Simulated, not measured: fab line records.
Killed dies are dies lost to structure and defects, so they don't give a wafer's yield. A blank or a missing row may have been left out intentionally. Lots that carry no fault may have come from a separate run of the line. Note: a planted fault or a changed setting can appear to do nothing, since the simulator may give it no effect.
fab line records    flow sky130
[record] lots = 24  wafers = 72  last_day = 50
route steps=708 shown POLY_GATE@218 LDD_N@244 SD_P@330 METAL2@500 VIA3@576 VIA4@650
lots untouched by any fault: they come from a run of this same line in which no faults occurred
start_h: hours from the record's opening day to when the first of the lot's shown wafers began    wait_h: hours from the lot's prior step to this one    " repeats the value in the row above    L1.1+2: one row covering several wafers at once    - value missing, or start not given    * or withheld: withheld    < > ~ a bound
route shown NAME@n: names a module that has steps shown in the file, with the first one's number in the route    usual: mean/standard deviation of fault-free wafers    same: alike in all rows    chamber/n: place in a boat    sites: each site's reading    _std_site: the standard deviation of these    _edge_site: mean of outer sites minus mean of inner sites    radius_mm: for every site, how far away it sits from the centre of the wafer    mask NAME#n: copy n    behind: tool/chamber where the wafer was last shaped    hold: reason for holding the lot/hours on hold/outcome of the hold    device: the n, p or np transistor that did not switch    end of line: the tests these same wafers got at the end of their route    a step given without rows: its recipe and nothing more    killed: dies that structure and defects cost at the first sort, which is not the same as the wafer's yield    map: per-die view of a wafer (x killed, . not killed, _ where there is no die)
set.NAME: the setting that was run; set.NAME@STEP: the one run at that earlier step    model.NAME: the simulator's own value behind a step, which no gauge read
steps of the route over a sample of lots; a table a step, a row a wafer
services: the hour from which a tool's chamber was out of use, counted from the record's first day as start_h (under 0 if before that day), plus the number of hours and why
[[steps]]
[step SKY_POLY_GATE_THK_MEAS_04]
[recipe] reads = Si3N4_of_POLY_GATE_CVD_03
[usual] POLY_GATE_CVD_03_THK = 74.8/0.65
lot.wafer  tool           chamber  start_h  wait_h  POLY_GATE_CVD_03_THK[nm]
L075.1     film_metro-03  -        353.47   0.0     76.0
L075.4     "              -        "        "       75.6
L075.5     "              -        "        "       75.2
L074.3     film_metro-02  -        353.61   0.1     74.6
L074.4     "              -        "        "       74.3
L074.6     "              -        "        "       74.9
L076.1     film_metro-01  -        357.66   0.0     75.3
L076.4     "              -        "        "       75.4
L076.6     "              -        "        "       74.8
L077.2     film_metro-03  -        360.81   0.0     75.1
L077.3     "              -        "        "       75.5
L077.6     "              -        "        "       75.4
L078.3     film_metro-02  -        366.01   0.0     76.0
L078.4     "              -        "        "       75.2
L078.5     "              -        "        "       74.9
L079.1     film_metro-03  -        378.98   0.0     74.4
L079.3     "              -        "        "       73.8
L079.5     "              -        "        "       74.8
L080.2     film_metro-03  -        392.33   0.0     75.6
L080.5     "              -        "        "       75.5
L080.6     "              -        "        "       75.3
L081.1     film_metro-01  -        405.60   0.0     75.7
L081.2     "              -        "        "       75.5
L081.5     "              -        "        "       75.0
L082.4     film_metro-01  -        417.94   0.0     74.9
L082.5     "              -        "        "       74.9
L082.6     "              -        "        "       75.2
L084.1     film_metro-03  -        432.60   0.0     75.3
L084.2     "              -        "        "       75.0
L084.6     "              -        "        "       75.3
L083.1     film_metro-03  -        433.96   0.0     74.5
L083.3     "              -        "        "       74.6
L083.5     "              -        "        "       74.2
L085.1     film_metro-02  -        443.86   0.0     74.3
L085.2     "              -        "        "       74.5
L085.3     "              -        "        "       74.7
L086.1     film_metro-02  -        449.71   0.0     75.2
L086.4     "              -        "        "       75.1
L086.6     "              -        "        "       75.1
L087.3     film_metro-03  -        462.58   0.0     73.4
L087.5     "              -        "        "       73.6
L087.6     "              -        "        "       74.0
L088.1     film_metro-02  -        468.01   0.0     74.6
L088.3     "              -        "        "       75.6
L088.4     "              -        "        "       75.5
L089.2     film_metro-01  -        469.38   0.0     75.0
L089.3     "              -        "        "       74.7
L089.6     "              -        "        "       74.8
L090.1     film_metro-01  -        480.85   0.0     74.1
L090.2     "              -        "        "       74.5
L090.6     "              -        "        "       73.4
L091.1     film_metro-01  -        487.05   0.0     74.9
L091.5     "              -        "        "       74.9
L091.6     "              -        "        "       74.7
L092.2     film_metro-02  -        496.63   0.0     74.1
L092.4     "              -        "        "       74.1
L092.6     "              -        "        "       74.4
L093.3     film_metro-03  -        508.04   0.0     73.9
L093.4     "              -        "        "       73.9
L093.6     "              -        "        "       74.3
L094.2     film_metro-01  -        511.87   0.0     74.9
L094.3     "              -        "        "       74.6
L094.5     "              -        "        "       74.9
L095.2     film_metro-01  -        514.05   0.0     75.0
L095.3     "              -        "        "       75.0
L095.5     "              -        "        "       74.7
L096.1     film_metro-01  -        531.56   0.0     74.9
L096.3     "              -        "        "       74.7
L096.4     "              -        "        "       74.6
L097.1     film_metro-01  -        536.89   0.0     73.7
L097.2     "              -        "        "       74.3
L097.4     "              -        "        "       74.1
[step SKY_LDD_N_OVL_MEAS_07]
[usual] LDD_N_OVL = 1.2/1.5
lot.wafer  tool        chamber  start_h  wait_h  LDD_N_OVL[nm]
L075.1     overlay-01  -        411.98   0.1     1.8
L075.4     "           -        "        "       2.9
L075.5     "           -        "        "       1.3
L074.3     overlay-02  -        413.84   0.1     0.8
L074.4     "           -        "        "       2.3
L074.6     "           -        "        "       2.6
L076.1     overlay-02  -        418.24   0.1     1.4
L076.4     "           -        "        "       2.8
L076.6     "           -        "        "       3.2
L077.2     overlay-02  -        420.79   0.1     1.3
L077.3     "           -        "        "       2.7
L077.6     "           -        "        "       2.1
L078.3     overlay-01  -        427.49   0.1     0.9
L078.4     "           -        "        "       0.3
L078.5     "           -        "        "       0.6
L079.1     overlay-02  -        439.33   0.1     0.9
L079.3     "           -        "        "       -2.2
L079.5     "           -        "        "       -1.0
L080.2     overlay-02  -        454.31   0.1     0.1
L080.5     "           -        "        "       -3.8
L080.6     "           -        "        "       1.2
L081.1     overlay-01  -        469.65   0.1     -0.4
L081.2     "           -        "        "       -0.1
L081.5     "           -        "        "       1.9
L082.4     overlay-01  -        482.00   0.1     3.6
L082.5     "           -        "        "       1.5
L082.6     "           -        "        "       0.8
L084.1     overlay-01  -        497.49   0.1     2.1
L084.2     "           -        "        "       1.7
L084.6     "           -        "        "       2.1
L083.1     overlay-02  -        498.28   0.1     -0.5
L083.3     "           -        "        "       -1.4
L083.5     "           -        "        "       -0.6
L085.1     overlay-01  -        507.63   0.1     0.4
L085.2     "           -        "        "       1.3
L085.3     "           -        "        "       1.5
L086.1     overlay-02  -        513.89   0.1     0.7
L086.4     "           -        "        "       0.9
L086.6     "           -        "        "       0.1
L087.3     overlay-02  -        526.69   0.1     2.3
L087.5     "           -        "        "       3.0
L087.6     "           -        "        "       2.2
L088.1     overlay-01  -        530.44   0.1     -1.8
L088.3     "           -        "        "       2.6
L088.4     "           -        "        "       -1.9
L089.2     overlay-01  -        532.80   0.1     0.1
L089.3     "           -        "        "       -0.6
L089.6     "           -        "        "       3.4
L090.1     overlay-01  -        543.50   0.1     1.7
L090.2     "           -        "        "       3.2
L090.6     "           -        "        "       1.6
L091.1     overlay-01  -        549.38   0.1     1.1
L091.5     "           -        "        "       1.5
L091.6     "           -        "        "       0.7
L092.2     overlay-02  -        559.40   0.1     -1.2
L092.4     "           -        "        "       0.8
L092.6     "           -        "        "       1.5
L093.3     overlay-01  -        571.40   0.1     -0.7
L093.4     "           -        "        "       1.9
L093.6     "           -        "        "       -1.5
L094.2     overlay-02  -        573.19   0.1     2.4
L094.3     "           -        "        "       3.0
L094.5     "           -        "        "       3.0
L095.2     overlay-02  -        577.74   0.1     -2.0
L095.3     "           -        "        "       -0.2
L095.5     "           -        "        "       -0.8
L096.1     overlay-02  -        593.63   0.1     2.3
L096.3     "           -        "        "       1.6
L096.4     "           -        "        "       2.7
L097.1     overlay-01  -        599.23   0.1     0.1
L097.2     "           -        "        "       1.8
L097.4     "           -        "        "       3.7
[step SKY_SD_P_STRIP_10]
[recipe] chemistry = O2/N2  power_w = 1400  pressure_mtorr = 1500  platen_temp_c = withheld  o2_flow_sccm = 3000  n2_flow_sccm = 300  overash_fraction = 0.5
[usual] drypump_motor_current_A = 5.6/0.49  oes_product_au = 0.618/0.0049  strip_time_to_endpoint_s = 17.49/0.049
lot.wafer  tool             chamber  start_h  wait_h  drypump_motor_current_A  oes_product_au  rf_hours_counter_h  strip_time_to_endpoint_s
L075.1     plasma_asher-02  0        598.87   0.1     6.1                      0.622           78                  17.44
L075.4     "                1        "        "       5.7                      0.618           -                   17.45
L075.5     "                0        "        "       6.1                      0.612           -                   17.48
L074.3     plasma_asher-03  1        601.76   0.1     5.3                      0.621           -                   17.54
L074.4     "                0        "        "       5.2                      0.618           -                   17.57
L074.6     "                1        "        "       5.3                      0.617           -                   17.59
L076.1     plasma_asher-02  0        607.22   0.1     6.1                      0.610           79                  17.41
L076.4     "                0        "        "       6.1                      0.622           -                   17.39
L076.6     "                1        "        "       5.8                      0.610           -                   17.40
L077.2     plasma_asher-01  1        608.54   0.1     4.7                      0.630           94                  17.48
L077.3     "                0        "        "       5.9                      0.616           -                   17.51
L077.6     "                1        "        "       4.7                      0.621           -                   17.47
L078.3     plasma_asher-02  1        614.22   0.1     5.8                      0.615           -                   17.45
L078.4     "                0        "        "       6.1                      0.614           -                   17.49
L078.5     "                1        "        "       5.8                      0.611           -                   17.49
L079.1     plasma_asher-01  1        627.24   0.1     4.8                      0.620           96                  17.46
L079.3     "                1        "        "       4.8                      0.621           -                   17.45
L079.5     "                1        "        "       4.7                      0.617           -                   17.46
L080.2     plasma_asher-03  1        640.09   0.1     5.3                      0.628           21                  17.50
L080.5     "                0        "        "       5.2                      0.618           -                   17.47
L080.6     "                1        "        "       5.2                      0.617           -                   17.51
L081.1     plasma_asher-02  1        652.60   0.1     5.8                      0.613           83                  17.51
L081.2     "                0        "        "       6.1                      0.623           83                  17.51
L081.5     "                0        "        "       6.1                      0.614           -                   17.53
L082.4     plasma_asher-01  0        665.97   0.1     5.9                      0.606           -                   17.50
L082.5     "                0        "        "       5.9                      0.617           -                   17.47
L082.6     "                1        "        "       4.7                      0.614           -                   17.51
L084.1     plasma_asher-02  0        679.42   0.1     6.1                      0.626           86                  17.43
L084.2     "                1        "        "       5.7                      0.624           86                  17.46
L084.6     "                0        "        "       6.1                      0.623           -                   17.47
L083.1     plasma_asher-01  1        684.69   0.1     4.7                      0.620           102                 17.45
L083.3     "                1        "        "       4.7                      0.619           -                   17.46
L083.5     "                1        "        "       4.7                      0.620           -                   17.48
L085.1     plasma_asher-03  1        690.47   0.1     5.3                      0.613           26                  17.56
L085.2     "                0        "        "       5.2                      0.627           26                  17.61
L085.3     "                0        "        "       5.2                      0.622           -                   17.58
L086.1     plasma_asher-03  0        695.94   0.1     5.2                      0.616           26                  17.53
L086.4     "                1        "        "       5.3                      0.616           -                   17.50
L086.6     "                1        "        "       5.3                      0.621           -                   17.49
L087.3     plasma_asher-01  0        708.53   0.1     5.8                      0.621           -                   17.53
L087.5     "                1        "        "       4.7                      0.611           -                   17.57
L087.6     "                0        "        "       5.9                      0.611           -                   17.56
L088.1     plasma_asher-02  1        713.32   0.1     5.8                      0.623           89                  17.57
L088.3     "                0        "        "       6.1                      0.629           -                   17.54
L088.4     "                1        "        "       5.8                      0.618           -                   17.54
L089.2     plasma_asher-02  0        714.50   0.1     6.1                      0.613           89                  17.44
L089.3     "                0        "        "       6.1                      0.616           -                   17.40
L089.6     "                1        "        "       5.8                      0.611           -                   17.44
L090.1     plasma_asher-01  1        726.25   0.1     4.7                      0.623           106                 17.46
L090.2     "                0        "        "       5.9                      0.618           106                 17.47
L090.6     "                1        "        "       4.8                      0.626           -                   17.51
L091.1     plasma_asher-02  1        731.64   0.1     5.8                      0.617           91                  17.42
L091.5     "                1        "        "       5.8                      0.618           -                   17.46
L091.6     "                0        "        "       6.1                      0.618           -                   17.41
L092.2     plasma_asher-02  1        737.22   0.1     5.8                      0.617           92                  17.54
L092.4     "                1        "        "       5.8                      0.628           -                   17.57
L092.6     "                1        "        "       5.8                      0.618           -                   17.57
L093.3     plasma_asher-01  0        749.47   0.1     5.8                      0.619           -                   17.55
L093.4     "                1        "        "       4.7                      0.620           -                   17.52
L093.6     "                1        "        "       4.7                      0.619           -                   17.49
L094.2     plasma_asher-03  1        751.37   0.1     5.2                      0.616           32                  17.52
L094.3     "                0        "        "       5.2                      0.611           -                   17.52
L094.5     "                1        "        "       5.2                      0.619           -                   17.50
L095.2     plasma_asher-01  0        756.25   0.1     5.9                      0.612           1                   17.53
L095.3     "                0        "        "       5.9                      0.619           -                   17.55
L095.5     "                1        "        "       4.7                      0.614           -                   17.56
L096.1     plasma_asher-01  1        771.52   0.1     4.8                      0.607           3                   17.49
L096.3     "                0        "        "       5.9                      0.618           -                   17.50
L096.4     "                1        "        "       4.8                      0.617           -                   17.49
L097.1     plasma_asher-02  0        775.75   0.1     6.1                      0.612           95                  17.52
L097.2     "                1        "        "       5.8                      0.625           95                  17.49
L097.4     "                1        "        "       5.8                      0.617           -                   17.50
[step SKY_METAL2_DESCUM_17]
[recipe] chemistry = O2  source_power_w = 150  bias_power_w = 0  pressure_mtorr = 10  temp_c = 40  time_s = 8
[usual] drypump_motor_current_A = 6.0/0.33  oes_product_au = 1.006/0.013
lot.wafer  tool          chamber  start_h  wait_h  drypump_motor_current_A  oes_product_au  rf_hours_counter_h
L075.1     rie_metal-01  1        833.90   0.0     6.2                      1.006           16
L075.4     "             0        "        "       5.7                      1.015           -
L075.5     "             0        "        "       5.7                      1.000           -
L074.3     rie_metal-01  1        835.93   0.0     6.2                      1.019           -
L074.4     "             0        "        "       5.7                      1.012           -
L074.6     "             0        "        "       5.7                      1.017           -
L076.1     rie_metal-03  0        841.07   0.0     6.4                      1.016           5
L076.4     "             1        "        "       6.3                      0.986           -
L076.6     "             1        "        "       6.3                      0.991           -
L077.2     rie_metal-02  1        842.62   0.0     5.6                      1.019           14
L077.3     "             1        "        "       5.6                      1.018           -
L077.6     "             0        "        "       6.2                      0.992           -
L078.3     rie_metal-03  1        847.70   0.0     6.3                      1.001           -
L078.4     "             0        "        "       6.4                      1.012           -
L078.5     "             0        "        "       6.4                      1.015           -
L079.1     rie_metal-02  1        857.52   0.0     5.6                      1.029           15
L079.3     "             0        "        "       6.2                      0.996           -
L079.5     "             1        "        "       5.5                      1.025           -
L080.2     rie_metal-01  0        870.00   0.0     5.7                      0.997           -
L080.5     "             0        "        "       5.7                      1.008           -
L080.6     "             0        "        "       5.7                      1.010           -
L081.1     rie_metal-02  0        880.27   0.0     6.3                      0.992           2
L081.2     "             1        "        "       5.6                      1.015           16
L081.5     "             0        "        "       6.2                      0.991           -
L082.4     rie_metal-01  0        890.06   0.0     5.7                      1.013           -
L082.5     "             0        "        "       5.7                      1.003           -
L082.6     "             1        "        "       6.2                      1.007           -
L084.1     rie_metal-03  0        902.14   0.0     6.4                      1.019           7
L084.2     "             1        "        "       6.2                      1.002           10
L084.6     "             1        "        "       6.3                      0.997           -
L083.1     rie_metal-02  1        908.25   0.0     5.5                      1.016           17
L083.3     "             0        "        "       6.2                      0.987           -
L083.5     "             0        "        "       6.3                      0.997           -
L085.1     rie_metal-02  1        911.39   0.0     5.5                      1.017           17
L085.2     "             0        "        "       6.2                      0.981           3
L085.3     "             0        "        "       6.2                      0.993           -
L086.1     rie_metal-02  1        917.74   0.0     5.6                      1.016           17
L086.4     "             0        "        "       6.3                      0.986           -
L086.6     "             1        "        "       5.6                      1.022           -
L087.3     rie_metal-02  0        926.16   0.0     6.3                      0.995           -
L087.5     "             0        "        "       6.2                      0.991           -
L087.6     "             1        "        "       5.6                      1.005           -
L088.1     rie_metal-03  0        932.22   0.0     6.4                      1.006           9
L088.3     "             0        "        "       6.4                      1.007           -
L088.4     "             1        "        "       6.3                      0.985           -
L089.2     rie_metal-02  0        933.79   0.0     6.2                      0.993           4
L089.3     "             0        "        "       6.3                      0.997           -
L089.6     "             0        "        "       6.2                      0.989           -
L090.1     rie_metal-01  1        944.15   0.0     6.2                      1.016           3
L090.2     "             0        "        "       5.7                      1.026           10
L090.6     "             0        "        "       5.7                      1.019           -
L091.1     rie_metal-02  1        947.85   0.0     5.5                      1.036           19
L091.5     "             1        "        "       5.5                      1.024           -
L091.6     "             0        "        "       6.2                      0.996           -
L092.2     rie_metal-03  1        951.14   0.0     6.3                      0.997           13
L092.4     "             0        "        "       6.4                      1.018           -
L092.6     "             1        "        "       6.3                      1.004           -
L093.3     rie_metal-03  0        961.66   0.0     6.4                      1.001           -
L093.4     "             1        "        "       6.3                      0.993           -
L093.6     "             1        "        "       6.3                      0.992           -
L094.2     rie_metal-03  0        962.90   0.0     6.4                      1.020           10
L094.3     "             1        "        "       6.3                      0.995           -
L094.5     "             0        "        "       6.4                      1.010           -
L095.2     rie_metal-01  0        969.54   0.0     5.7                      1.009           11
L095.3     "             0        "        "       5.7                      1.017           -
L095.5     "             0        "        "       5.7                      1.016           -
L096.1     rie_metal-02  0        981.84   0.0     6.2                      0.987           5
L096.3     "             1        "        "       5.6                      1.032           -
L096.4     "             0        "        "       6.3                      0.991           -
L097.1     rie_metal-03  1        985.94   0.0     6.3                      0.992           14
L097.2     "             0        "        "       6.4                      1.024           11
L097.4     "             0        "        "       6.4                      1.003           -
[step SKY_VIA3_BOW_MEAS_03]
[recipe] mode = bow
[usual] VIA3_BOW = 79/7.1
lot.wafer  tool           chamber  start_h  wait_h  VIA3_BOW[um]
L075.1     film_metro-02  -        915.15   0.2     84
L075.4     "              -        "        "       82
L075.5     "              -        "        "       86
L074.3     film_metro-02  -        916.69   0.3     71
L074.4     "              -        "        "       74
L074.6     "              -        "        "       79
L076.1     film_metro-03  -        920.43   0.1     88
L076.4     "              -        "        "       84
L076.6     "              -        "        "       91
L077.2     film_metro-03  -        921.93   0.3     68
L077.3     "              -        "        "       79
L077.6     "              -        "        "       85
L078.3     film_metro-02  -        926.17   0.1     82
L078.4     "              -        "        "       95
L078.5     "              -        "        "       80
L079.1     film_metro-02  -        937.37   0.3     76
L079.3     "              -        "        "       78
L079.5     "              -        "        "       86
L080.2     film_metro-01  -        948.25   0.3     86
L080.5     "              -        "        "       84
L080.6     "              -        "        "       78
L081.1     film_metro-02  -        958.10   0.1     83
L081.2     "              -        "        "       79
L081.5     "              -        "        "       83
L082.4     film_metro-02  -        969.32   0.2     72
L082.5     "              -        "        "       90
L082.6     "              -        "        "       74
L084.1     film_metro-03  -        977.87   0.1     71
L084.2     "              -        "        "       74
L084.6     "              -        "        "       82
L083.1     film_metro-03  -        984.57   0.2     89
L083.3     "              -        "        "       95
L083.5     "              -        "        "       89
L085.1     film_metro-03  -        987.27   0.1     86
L085.2     "              -        "        "       65
L085.3     "              -        "        "       74
L086.1     film_metro-01  -        994.83   0.2     81
L086.4     "              -        "        "       72
L086.6     "              -        "        "       77
L087.3     film_metro-01  -        1000.93  0.4     81
L087.5     "              -        "        "       74
L087.6     "              -        "        "       76
L088.1     film_metro-02  -        1005.45  0.1     82
L088.3     "              -        "        "       71
L088.4     "              -        "        "       85
L089.2     film_metro-03  -        1007.95  0.3     70
L089.3     "              -        "        "       82
L089.6     "              -        "        "       73
L090.1     film_metro-02  -        1024.44  0.2     74
L090.2     "              -        "        "       84
L090.6     "              -        "        "       79
L091.1     film_metro-01  -        1025.80  0.1     90
L091.5     "              -        "        "       81
L091.6     "              -        "        "       82
L092.2     film_metro-01  -        1026.39  0.1     75
L092.4     "              -        "        "       79
L092.6     "              -        "        "       82
L093.3     film_metro-03  -        1034.07  0.2     85
L093.4     "              -        "        "       81
L093.6     "              -        "        "       84
L094.2     film_metro-03  -        1035.72  0.2     76
L094.3     "              -        "        "       78
L094.5     "              -        "        "       81
L095.2     film_metro-02  -        1043.46  0.2     74
L095.3     "              -        "        "       86
L095.5     "              -        "        "       88
L096.1     film_metro-02  -        1053.70  0.1     73
L096.3     "              -        "        "       80
L096.4     "              -        "        "       84
L097.1     film_metro-03  -        1057.52  0.2     75
L097.2     "              -        "        "       79
L097.4     "              -        "        "       68
[step SKY_VIA4_OVL_MEAS_11]
[usual] VIA4_OVL = 0.4/1.4
lot.wafer  tool        chamber  start_h  wait_h  VIA4_OVL[nm]
L075.1     overlay-02  -        1010.58  0.1     -0.8
L075.4     "           -        "        "       0.7
L075.5     "           -        "        "       -0.3
L074.3     overlay-02  -        1015.76  0.1     0.5
L074.4     "           -        "        "       1.2
L074.6     "           -        "        "       1.4
L076.1     overlay-02  -        1018.18  0.1     -0.5
L076.4     "           -        "        "       1.4
L076.6     "           -        "        "       -2.0
L077.2     overlay-02  -        1019.87  0.1     1.9
L077.3     "           -        "        "       3.6
L077.6     "           -        "        "       1.7
L078.3     overlay-01  -        1022.69  0.1     -2.1
L078.4     "           -        "        "       -2.1
L078.5     "           -        "        "       -0.1
L079.1     overlay-02  -        1032.17  0.1     1.3
L079.3     "           -        "        "       1.4
L079.5     "           -        "        "       0.9
L080.2     overlay-02  -        1048.27  0.1     1.6
L080.5     "           -        "        "       0.6
L080.6     "           -        "        "       1.5
L081.1     overlay-02  -        1052.08  0.1     3.6
L081.2     "           -        "        "       3.3
L081.5     "           -        "        "       1.3
L082.4     overlay-01  -        1065.90  0.1     0.6
L082.5     "           -        "        "       0.6
L082.6     "           -        "        "       -0.1
L084.1     overlay-02  -        1072.70  0.1     1.8
L084.2     "           -        "        "       -2.1
L084.6     "           -        "        "       0.6
L083.1     overlay-02  -        1078.20  0.1     -0.9
L083.3     "           -        "        "       -1.5
L083.5     "           -        "        "       -1.8
L085.1     overlay-01  -        1080.53  0.1     -0.4
L085.2     "           -        "        "       -0.3
L085.3     "           -        "        "       -0.8
L086.1     overlay-01  -        1090.60  0.1     -0.1
L086.4     "           -        "        "       -1.9
L086.6     "           -        "        "       0.9
L087.3     overlay-01  -        1095.41  0.1     0.2
L087.5     "           -        "        "       -0.9
L087.6     "           -        "        "       -0.1
L088.1     overlay-02  -        1098.30  0.1     -2.7
L088.3     "           -        "        "       0.3
L088.4     "           -        "        "       -0.9
L089.2     overlay-01  -        1100.52  0.1     -1.3
L089.3     "           -        "        "       -0.8
L089.6     "           -        "        "       0.2
L090.1     overlay-02  -        1117.38  0.1     -0.1
L090.2     "           -        "        "       1.0
L090.6     "           -        "        "       0.0
L091.1     overlay-01  -        1119.40  0.1     -1.7
L091.5     "           -        "        "       -1.4
L091.6     "           -        "        "       -0.2
L092.2     overlay-02  -        1119.49  0.1     0.1
L092.4     "           -        "        "       1.4
L092.6     "           -        "        "       0.2
L093.3     overlay-01  -        1125.45  0.1     -0.2
L093.4     "           -        "        "       -0.3
L093.6     "           -        "        "       -0.1
L094.2     overlay-01  -        1126.02  0.1     1.2
L094.3     "           -        "        "       1.2
L094.5     "           -        "        "       1.3
L095.2     overlay-02  -        1131.56  0.1     0.8
L095.3     "           -        "        "       2.6
L095.5     "           -        "        "       3.1
L096.1     overlay-01  -        1140.57  0.1     1.3
L096.3     "           -        "        "       -0.1
L096.4     "           -        "        "       0.3
L097.1     overlay-01  -        1146.28  0.1     0.3
L097.2     "           -        "        "       0.7
L097.4     "           -        "        "       1.0
[[services]]
tool             chamber  start_h  hours  kind
plasma_asher-02  -        601.70   2.8    pm
rie_metal-01     0        610.72   2.3    repair
plasma_asher-03  -        658.47   0.7    repair
plasma_asher-01  -        733.75   9.0    pm
plasma_asher-01  0        733.75   9.0    vent_cycle
plasma_asher-01  1        733.75   9.0    vent_cycle
plasma_asher-01  0        742.75   -      clean
plasma_asher-01  1        742.75   -      clean
rie_metal-01     -        768.89   2.7    repair
rie_metal-02     0        773.28   22.7   repair
plasma_asher-02  -        788.74   0.5    repair
rie_metal-02     -        792.57   1.4    pm
rie_metal-02     -        795.05   0.6    repair
rie_metal-02     0        800.24   -      clean
rie_metal-02     0        800.24   22.2   scheduled_down
rie_metal-02     0        800.24   22.2   vent_cycle
plasma_asher-03  -        801.77   1.6    repair
rie_metal-03     0        822.05   2.0    repair
rie_metal-02     0        867.76   8.7    repair
rie_metal-02     0        885.15   6.8    repair
plasma_asher-02  -        898.63   15.6   pm
rie_metal-03     -        947.44   2.8    pm
plasma_asher-02  -        949.01   1.6    repair
plasma_asher-01  -        966.57   1.1    repair
[[key]]
fault none
